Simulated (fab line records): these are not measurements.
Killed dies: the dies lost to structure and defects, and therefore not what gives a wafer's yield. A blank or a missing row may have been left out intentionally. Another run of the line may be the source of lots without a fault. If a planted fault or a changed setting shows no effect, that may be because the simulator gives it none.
Chamber matching | flow gf180mcu | rie-diel-02 running GF_SAB_ETCH_11: 4 sister chambers
The step etches SiO2 in C4F8/O2/Ar, target depth 55 nm, time 8.5 s. 4 wafers are shown with their chamber, then 7 later ones without.

## EACH WAFER AND ITS CHAMBER
wafer  | chamber | oes-product-au (a.u.)
L917.1 | 3       | 1.010
L917.3 | 2       | 1.004
L919.1 | 0       | 1.002
L919.2 | 1       | 0.991

## WAFERS WITH NO CHAMBER GIVEN
wafer  | oes-product-au (a.u.)
L919.5 | 0.992
L926.2 | 1.009
L926.4 | 1.008
L926.5 | 0.996
L931.2 | 1.005
L931.4 | 1.002
L931.6 | 0.993

## THE CHAMBER EACH PASSED THROUGH
wafer  | from the rows above          | in truth
L919.5 | 1                            | 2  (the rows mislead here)
L926.2 | can't be placed: 3 or 2      | 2
L926.4 | can't be placed: 3 or 2 or 0 | 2
L926.5 | can't be placed: 1 or 0 or 2 | 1
L931.2 | can't be placed: 2 or 0 or 3 | 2
L931.4 | can't be placed: 0 or 2      | 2
L931.6 | 1                            | 1
1 of 7 placed correctly. Cannot be placed on the basis of these rows: 5; the candidates contain the true chamber in 5. Placed wrongly: 1.
How it was worked out, from the rows above alone: a wafer's distance from a chamber is the root of the sum, over the readings, of the square of ((its reading less the chamber's mean) divided by the reading's scatter). The wafer belongs to the nearest chamber; if the next one is less than 2 further off, it can't be placed. Each chamber's mean is taken over the wafers shown for it. The scatter (one wafer shown for each chamber): square how far every hidden wafer sits from the nearest shown wafer, average those squares and take the square root.
